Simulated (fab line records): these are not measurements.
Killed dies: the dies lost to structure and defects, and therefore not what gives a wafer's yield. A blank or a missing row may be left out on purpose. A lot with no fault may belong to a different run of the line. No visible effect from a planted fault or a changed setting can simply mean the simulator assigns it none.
Which tool was responsible? + flow gf180mcu + 39 wafers from 13 lots sampled at 2 of the route's 602 steps

WHAT THE GAUGES SHOWED, per wafer
GF_M2_THK_MEAS_06: measures by xrf. Usual: M2_ALCU_THK 441 nm, standard deviation 5.6.
| lot  | measured     | on            | M2_ALCU_THK (nm) | flag |
|------|--------------|---------------|------------------|------|
| L549 | day 17 23:31 | film-metro-03 | 441 446 447      |      |
| L550 | day 18 15:11 | film-metro-02 | 439 443 437      |      |
| L551 | day 18 19:50 | film-metro-02 | 436 443 435      |      |
| L554 | day 20 09:45 | film-metro-03 | 441 434 439      |      |
| L555 | day 20 14:29 | film-metro-02 | 442 433 439      |      |
| L557 | day 21 09:01 | film-metro-02 | 441 446 441      |      |
| L558 | day 21 10:35 | film-metro-02 | 441 438 442      |      |
| L561 | day 22 13:40 | film-metro-03 | 452 453 456      |      |
| L562 | day 23 06:16 | film-metro-02 | 444 445 445      |      |
| L563 | day 23 13:02 | film-metro-02 | 438 445 441      |      |
| L569 | day 25 07:43 | film-metro-02 | 438 444 442      |      |
| L570 | day 25 10:31 | film-metro-02 | 445 441 440      |      |
| L572 | day 26 13:43 | film-metro-02 | 435 437 439      |      |

EACH LOT AND THE TOOL THAT RAN IT (in order: tool; ch and the chambers of the sampled wafers; start)
| lot  | GF_V1_CMP_26                  |
|------|-------------------------------|
| L549 | cmp-01 ch 0,3, day 17 22:52   |
| L550 | cmp-02 ch 1,2, day 18 14:32   |
| L551 | cmp-02 ch 1,2,3, day 18 19:19 |
| L554 | cmp-01 ch 0,1,2, day 20 09:07 |
| L555 | cmp-01 ch 2,3, day 20 13:49   |
| L557 | cmp-01 ch 0,2,3, day 21 08:22 |
| L558 | cmp-02 ch 1,2, day 21 09:56   |
| L561 | cmp-02 ch 0,3, day 22 13:01   |
| L562 | cmp-02 ch 1,2,3, day 23 05:37 |
| L563 | cmp-02 ch 0,1, day 23 12:26   |
| L569 | cmp-01 ch 1,2,3, day 25 07:02 |
| L570 | cmp-02 ch 1,3, day 25 09:49   |
| L572 | cmp-01 ch 0,1,2, day 26 13:03 |
- GF_V1_CMP_26: polishes, stops on SiO2, t overpolish 15 s, target thk 0 nm.

AS READ BY THE TOOLS THEMSELVES (means over the sampled wafers that have a number; for cases with no such wafer, the mark the record gives instead)
GF_V1_CMP_26. Usual: motor-current-A 10.8 A, standard deviation 1; overpolish-run-s 15.000 s, standard deviation 0.0094; time-to-endpoint-s 84 s, standard deviation 3.5.
| lot  | tool   | motor-current-A (A) | overpolish-run-s (s) | time-to-endpoint-s (s) | flag |
|------|--------|---------------------|----------------------|------------------------|------|
| L549 | cmp-01 | 10.5                | 15.003               | 87                     |      |
| L550 | cmp-02 | 11.5                | 15.003               | 82                     |      |
| L551 | cmp-02 | 11.1                | 14.999               | 82                     |      |
| L554 | cmp-01 | 10.8                | 14.993               | 89                     |      |
| L555 | cmp-01 | 10.7                | 15.001               | 87                     |      |
| L557 | cmp-01 | 10.9                | 15.000               | 83                     |      |
| L558 | cmp-02 | 11.1                | 15.011               | 84                     |      |
| L561 | cmp-02 | 10.6                | 15.000               | 86                     |      |
| L562 | cmp-02 | 11.5                | 15.002               | 82                     |      |
| L563 | cmp-02 | 12.2                | 14.988               | 87                     |      |
| L569 | cmp-01 | 10.1                | 15.006               | 84                     |      |
| L570 | cmp-02 | 11.2                | 15.008               | 88                     |      |
| L572 | cmp-01 | 11.0                | 14.998               | 87                     |      |

THE ANSWER, worked out from the rows above alone
Rule: a lot is off if the mean of its wafers that have a number lies more than 3 standard deviations from the usual mean. A lot without any number at a reading at which 4 lots or more have one is off too. Any other lot the step has rows for is counted as sound. Order of review: gauges by route order, followed by the tools' own readings, for which a lot's mean as printed above is used. The first step at which some lot is off is used, and at that step the reading that is off furthest; a lot without a number counts as furthest.
No lot is off at any reading shown: from this, nothing can be told.

WHAT THE SIMULATOR PUT IN
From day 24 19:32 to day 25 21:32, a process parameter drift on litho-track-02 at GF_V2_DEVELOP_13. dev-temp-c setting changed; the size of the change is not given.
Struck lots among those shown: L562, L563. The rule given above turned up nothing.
